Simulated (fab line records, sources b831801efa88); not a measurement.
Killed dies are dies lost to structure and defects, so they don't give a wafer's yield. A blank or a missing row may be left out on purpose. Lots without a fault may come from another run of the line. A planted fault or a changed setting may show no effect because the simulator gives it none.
Chamber matching | flow gf180mcu | GF_V5_ETCH_16 on rie_diel-01: 4 sister chambers
The step etches BARC in N2/H2. 14 wafers are shown with their chamber, then 7 later ones without.

WAFERS WITH THEIR CHAMBER
wafer  | chamber | drypump_motor_current_A (A) | oes_product_au (a.u.) | throttle_valve_pct (%)
L426.1 | 2       | 5.9                         | 0.862                 | 13.219
L426.3 | 3       | 6.2                         | 0.854                 | 13.245
L426.6 | 2       | 5.9                         | 0.855                 | 13.234
L427.1 | 3       | 6.3                         | 0.857                 | 13.229
L427.2 | 0       | 5.6                         | 0.862                 | 13.223
L427.6 | 2       | 5.9                         | 0.851                 | 13.204
L428.2 | 2       | 5.9                         | 0.858                 | 13.218
L428.4 | 1       | 5.8                         | 0.857                 | 13.215
L428.5 | 3       | 6.2                         | 0.855                 | 13.222
L429.2 | 1       | 5.8                         | 0.867                 | 13.211
L429.3 | 3       | 6.2                         | 0.851                 | 13.218
L429.4 | 2       | 5.9                         | 0.854                 | 13.221
L431.1 | 2       | 5.9                         | 0.856                 | 13.223
L431.3 | 0       | 5.6                         | 0.866                 | 13.230

SIGNATURES (means of the wafers above)
reading                 | chamber 0 | chamber 1 | chamber 2 | chamber 3 | scatter within a chamber
drypump_motor_current_A | 5.600     | 5.800     | 5.900     | 6.225     | 0.0274
oes_product_au          | 0.86400   | 0.86200   | 0.85600   | 0.85425   | 0.00383
throttle_valve_pct      | 13.22650  | 13.21300  | 13.21983  | 13.22850  | 0.00961
Rule: a wafer's distance from a chamber is the root of the sum, over the readings, of the square of ((its reading less the chamber's mean) divided by the reading's scatter). The wafer belongs to the nearest chamber; if the next one is less than 2 further off, it can't be placed. The scatter: the root of (the sum of the squares of (reading less its chamber's mean) over the shown wafers, divided by (wafers less chambers)).

WAFERS WITHOUT THEIR CHAMBER
wafer  | drypump_motor_current_A (A) | oes_product_au (a.u.) | throttle_valve_pct (%)
L431.5 | 5.6                         | 0.857                 | 13.214
L432.3 | 5.6                         | 0.854                 | 13.216
L432.4 | 5.9                         | 0.851                 | 13.227
L432.5 | 6.2                         | 0.862                 | 13.222
L433.2 | 5.9                         | 0.855                 | 13.230
L433.5 | 5.9                         | 0.850                 | 13.207
L433.6 | 6.2                         | 0.850                 | 13.223

WHICH CHAMBER EACH WENT THROUGH
wafer  | from the rows above | in truth
L431.5 | 0                   | 0
L432.3 | 0                   | 0
L432.4 | 2                   | 2
L432.5 | 3                   | 3
L433.2 | 2                   | 2
L433.5 | 2                   | 2
L433.6 | 3                   | 3
Placed correctly: 7 of 7. Can't be placed from these rows: 0. Placed wrongly: 0.
